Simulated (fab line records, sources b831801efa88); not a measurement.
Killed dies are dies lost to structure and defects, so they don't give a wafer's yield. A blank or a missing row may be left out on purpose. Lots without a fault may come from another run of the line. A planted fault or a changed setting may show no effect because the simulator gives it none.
Split-lot experiment | flow sfq_line | 5 lots, 23 wafers read, on a route of 325 steps

THE SPLIT
At SFQ_TRILAYER_I4_VIA_LITHO_COAT_103 (resist thk 650 nm), the setting resist_thk_nm was moved away from the recipe's 650 nm on 8 of the 23 wafers read, by +3.3% to +4.9%. The other wafers ran this setting at the recipe's value.

The reading is taken at the split's own step.

THE READING
KrF_of_TRILAYER_I4_VIA_LITHO_COAT_103.thk_nm (the simulator's own value, which no gauge read), in nm, at SFQ_TRILAYER_I4_VIA_LITHO_COAT_103 (resist thk 650 nm). The file gives no usual value for it. The 15 wafers here that ran the recipe average 649.7 nm, standard deviation 2.2 nm.

wafer  | tool, chamber at the split | resist_thk_nm as run, nm | against the recipe | KrF_of_TRILAYER_I4_VIA_LITHO_COAT_103.thk_nm, nm | against lot-mates on the recipe
L076.1 | litho_track-01, 0          | 680.8                    | +4.7%              | 679.8                                            | +27.5
L076.2 | litho_track-01, 0          | 650                      | recipe             | 652.8                                            | -
L076.3 | litho_track-01, 0          | 680.8                    | +4.7%              | 683.9                                            | +31.6
L076.4 | litho_track-01, 0          | 650                      | recipe             | 651.9                                            | -
L076.6 | litho_track-01, 0          | 680.8                    | +4.7%              | 683.1                                            | +30.8
L078.1 | litho_track-01, 0          | 650                      | recipe             | 648.6                                            | -
L078.2 | litho_track-01, 0          | 650                      | recipe             | 648.7                                            | -
L078.4 | litho_track-01, 0          | 650                      | recipe             | 647.3                                            | -
L078.5 | litho_track-01, 0          | 650                      | recipe             | 646.5                                            | -
L078.6 | litho_track-01, 0          | 650                      | recipe             | 647.8                                            | -
L079.2 | litho_track-02, 0          | 671.4                    | +3.3%              | 667.7                                            | +19.9
L079.3 | litho_track-02, 0          | 671.4                    | +3.3%              | 671.4                                            | +23.5
L079.4 | litho_track-02, 0          | 650                      | recipe             | 648.1                                            | -
L079.5 | litho_track-02, 0          | 671.4                    | +3.3%              | 669.4                                            | +21.5
L079.6 | litho_track-02, 0          | 650                      | recipe             | 647.6                                            | -
L080.3 | litho_track-02, 0          | 650                      | recipe             | 651.9                                            | -
L080.5 | litho_track-02, 0          | 650                      | recipe             | 653.8                                            | -
L080.6 | litho_track-02, 0          | 650                      | recipe             | 650.7                                            | -
L084.1 | litho_track-02, 0          | 682.1                    | +4.9%              | 681.9                                            | +31.9
L084.2 | litho_track-02, 0          | 650                      | recipe             | 650.2                                            | -
L084.3 | litho_track-02, 0          | 682.1                    | +4.9%              | 682                                              | +32.0
L084.5 | litho_track-02, 0          | 650                      | recipe             | 651.3                                            | -
L084.6 | litho_track-02, 0          | 650                      | recipe             | 648.5                                            | -

THE FIT
A straight line over all 23 wafers: KrF_of_TRILAYER_I4_VIA_LITHO_COAT_103.thk_nm changes by +6.59 nm for each +1% of resist_thk_nm; r = +0.99; the points scatter about the line by 2.2 nm.
The same after taking each lot's own level away (the mean of its wafers on the recipe; 23 wafers): +6.42 nm for each +1%; r = +1.00; scatter 1.2 nm.
On that fit, the largest move of resist_thk_nm shifts the reading by 32 nm.
The lots' own levels span 647.78 to 652.35 nm, that is 2.1 times the standard deviation above.
So the lot-to-lot level changes the slope little: the two slopes agree.
Check: with one of the wafers moved furthest among these (+4.9%) left out of the fit, the line predicts +31.7 nm for it against its lot-mates. It came out at +31.9 nm against them.

OTHER SPLITS ON THESE WAFERS
These wafers also went through other splits before the reading. Each is held against what the fit with the lots' levels taken away leaves over:
other split on the same wafers                            | wafers away from the commonest value | r with KrF_of_TRILAYER_I4_VIA_LITHO_COAT_103.thk_nm (lot level and that fit taken away)
SFQ_TRILAYER_I1_VIA_ETCH_VIA_ETCH_052 source_w            | 8                                    | -0.11
SFQ_TRILAYER_I2_VIA_LITHO_EXPOSE_068 dose_mj              | 7                                    | -0.07
SFQ_TRILAYER_I2_VIA_BARC_OPEN_VIA_ETCH_096 pressure_mtorr | 15                                   | +0.15
SFQ_TRILAYER_M3_DEP_SPUTTER_073 power_w                   | 12                                   | -0.01
SFQ_TRILAYER_M3_BARC_OPEN_METAL_ETCH_100 pressure_mtorr   | 18                                   | +0.07
SFQ_TRILAYER_I3_VIA_LITHO_COAT_085 resist_thk_nm          | 10                                   | -0.13
SFQ_TRILAYER_M4_DEP_SPUTTER_091 time_s                    | 11                                   | -0.04
SFQ_TRILAYER_M4_LITHO_PEB_096 peb_temp_c                  | 8                                    | -0.02

THE FILE'S OWN FIT
KrF_of_TRILAYER_I4_VIA_LITHO_COAT_103.thk_nm changes by +6.43 nm for each +1% of resist_thk_nm, r = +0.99.
